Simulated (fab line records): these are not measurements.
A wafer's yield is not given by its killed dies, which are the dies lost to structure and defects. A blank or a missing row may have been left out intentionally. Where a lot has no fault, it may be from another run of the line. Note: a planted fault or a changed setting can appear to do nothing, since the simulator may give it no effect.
The tool behind it: which one? ; flow sky130 ; 12 lots with 36 wafers sampled at 4 steps, on a route of 708 steps

## WHAT THE GAUGES SHOWED, per wafer
SKY_METAL3_CD_MEAS_13: target cd 300 nm. Usual: cd-nm at 300.2 nm, with a standard deviation of 1.3.
lot;measured;on;cd-nm (nm);flag
L518;day 38 03:19;cd-sem-02;300.0 299.9 300.5;
L521;day 39 03:26;cd-sem-01;298.8 299.1 298.9;
L522;day 39 10:30;cd-sem-01;298.7 301.4 301.5;
L523;day 39 23:59;cd-sem-01;300.8 300.7 301.2;
L524;day 40 11:35;cd-sem-02;303.4 302.8 302.6;
L527;day 41 13:17;cd-sem-01;301.7 299.6 299.3;
L531;day 42 12:42;cd-sem-02;300.0 300.2 299.8;
L533;day 42 19:45;cd-sem-02;300.4 300.2 300.1;
L536;day 43 19:52;cd-sem-02;300.8 301.3 302.0;
L537;day 43 22:23;cd-sem-02;301.5 301.8 300.5;
L538;day 44 05:36;cd-sem-01;299.8 299.9 298.6;
L541;day 44 17:07;cd-sem-02;298.8 299.6 297.6;

SKY_VIA3_RS_MEAS_22: a four-point-probe measurement. Usual: VIA3_W_RS gives 0.294 ohm/sq (standard deviation 0.0033).
lot;measured;on;VIA3_W_RS (ohm/sq);flag
L518;day 39 07:29;film-metro-04;0.293 0.288 0.292;
L521;day 40 07:51;film-metro-02;0.297 0.292 0.291;
L522;day 40 13:58;film-metro-02;0.299 0.292 0.295;
L523;day 41 03:44;film-metro-01;0.294 0.291 0.292;
L524;day 41 14:28;film-metro-04;0.292 0.294 0.291;
L527;day 42 15:47;film-metro-04;0.297 0.297 0.297;
L531;day 43 13:53;film-metro-01;0.291 0.296 0.294;
L533;day 43 20:40;film-metro-01;0.295 0.300 0.296;
L536;day 44 21:38;film-metro-02;0.296 0.303 0.296;
L537;day 44 23:48;film-metro-04;0.286 0.291 0.289;
L538;day 45 06:55;film-metro-01;0.300 0.297 0.297;
L541;day 45 17:40;film-metro-02;0.294 0.296 0.292;

## WHICH TOOL RAN EACH LOT (tool, then ch and the chambers of the sampled wafers, then the start)
lot;SKY_VIA3_SOFTBAKE_08;SKY_VIA3_ETCH_14
L518;litho-track-03 ch 0, day 38 17:00;rie-diel-02 ch 0,3, day 39 06:33
L521;litho-track-02 ch 0, day 39 18:00;rie-diel-04 ch 0,2,3, day 40 06:55
L522;litho-track-03 ch 0, day 40 00:00;rie-diel-04 ch 0,2,3, day 40 13:06
L523;litho-track-03 ch 0, day 40 14:00;rie-diel-02 ch 0,1,3, day 41 02:49
L524;litho-track-01 ch 0, day 41 01:00;rie-diel-04 ch 0,3, day 41 13:29
L527;litho-track-03 ch 0, day 42 03:00;rie-diel-04 ch 0,2,3, day 42 14:53
L531;litho-track-03 ch 0, day 43 01:00;rie-diel-04 ch 0,1,2, day 43 12:56
L533;litho-track-03 ch 0, day 43 08:00;rie-diel-04 ch 0,1, day 43 19:47
L536;litho-track-01 ch 0, day 44 09:00;rie-diel-02 ch 0,3, day 44 20:21
L537;litho-track-02 ch 0, day 44 11:00;rie-diel-03 ch 0,1,3, day 44 22:31
L538;litho-track-01 ch 0, day 44 18:00;rie-diel-04 ch 1,2,3, day 45 06:02
L541;litho-track-02 ch 0, day 45 06:00;rie-diel-04 ch 0,1,3, day 45 16:46
- SKY_VIA3_SOFTBAKE_08: time 90 s.
- SKY_VIA3_ETCH_14: etches BARC in N2/H2, stops on SiO2, time 45.9 s, target depth 60 nm.

## AS READ BY THE TOOLS THEMSELVES (means over the sampled wafers that have a number; for cases with no such wafer, the mark the record gives instead)
SKY_VIA3_SOFTBAKE_08. Usual: chill-plate-temp-C 23.01 C, standard deviation 0.11; heater-power-total-W 57.35 W, standard deviation 0.12; plate-temp-C 100.01 C, standard deviation 0.13; resist-line-temp-C 23.02 C, standard deviation 0.11.
lot;tool;chill-plate-temp-C (C);heater-power-total-W (W);plate-temp-C (C);resist-line-temp-C (C);flag
L518;litho-track-03;23.07;57.37;100.04;23.04;
L521;litho-track-02;22.95;57.42;100.00;22.93;
L522;litho-track-03;22.99;57.34;100.02;22.96;
L523;litho-track-03;22.96;57.45;99.86;22.97;
L524;litho-track-01;22.99;57.25;100.04;23.05;
L527;litho-track-03;22.91;57.35;100.06;23.07;
L531;litho-track-03;23.07;56.07;98.39;22.94;OFF
L533;litho-track-03;23.00;56.11;98.56;23.06;OFF
L536;litho-track-01;22.96;57.23;100.05;22.90;
L537;litho-track-02;23.11;57.44;100.04;22.95;
L538;litho-track-01;22.93;57.37;100.08;22.89;
L541;litho-track-02;22.99;57.40;100.06;22.89;

SKY_VIA3_ETCH_14. Usual: bias-w 100.0 W, standard deviation 0.32; drypump-motor-current-A 5.6 A, standard deviation 0.5; h2-flow-sccm 200.0 sccm, standard deviation 0.59; oes-product-au 0.855 a.u., standard deviation 0.0052; throttle-valve-pct 13.224 %, standard deviation 0.0091.
lot;tool;bias-w (W);drypump-motor-current-A (A);h2-flow-sccm (sccm);oes-product-au (a.u.);throttle-valve-pct (%);flag
L518;rie-diel-02;100.0;5.9;199.9;0.847;13.225;
L521;rie-diel-04;100.2;5.2;200.3;0.850;13.226;
L522;rie-diel-04;100.2;5.2;200.1;0.860;13.220;
L523;rie-diel-02;99.7;5.7;200.2;0.856;13.218;
L524;rie-diel-04;100.1;5.4;200.4;0.855;13.222;
L527;rie-diel-04;100.5;5.2;199.6;0.855;13.227;
L531;rie-diel-04;100.1;5.2;200.4;0.853;13.220;
L533;rie-diel-04;99.9;5.3;200.3;0.856;13.219;
L536;rie-diel-02;99.8;5.8;200.8;0.853;13.227;
L537;rie-diel-03;99.7;6.2;199.6;0.853;13.211;
L538;rie-diel-04;99.9;5.4;200.1;0.859;13.226;
L541;rie-diel-04;100.2;5.5;199.6;0.855;13.232;

## THE ANSWER, worked out from the rows above alone
Rule: a lot is off if the mean of its wafers that have a number lies more than 3 standard deviations from the usual mean. Also off: a lot with no number at a reading for which 4 or more lots have one. Any other lot the step has rows for is counted as sound. After the gauges, taken in route order, come the tools' own readings; for these a lot's mean is taken, as printed above. The first step at which some lot is off is used, and at that step the reading that is off furthest; a lot without a number counts as furthest.
Off: L531, L533 (SKY_VIA3_SOFTBAKE_08, plate-temp-C).
A tool fits if, at that step or a process step before it, it ran every lot that is off, and no sound lot after the first of them. One fits: litho-track-03 at SKY_VIA3_SOFTBAKE_08. A fault onset in the window from L527 (day 42 03:00, its last sound lot) to L531 (day 43 01:00, its first lot off) fits.
The tool's own readings at SKY_VIA3_SOFTBAKE_08 bear it out: on the lots that are off they differ by more than 5 times the standard deviation of the sound lots' means. heater-power-total-W reads 56.09 W there against 57.36 W on the sound lots; plate-temp-C reads 98.47 C there against 100.03 C on the sound lots.

## WHAT THE SIMULATOR HAD INSERTED
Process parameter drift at SKY_VIA3_SOFTBAKE_08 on litho-track-03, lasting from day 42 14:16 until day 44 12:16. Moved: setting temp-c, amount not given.
Lots struck among those shown: L531, L533. The rule above found the same.
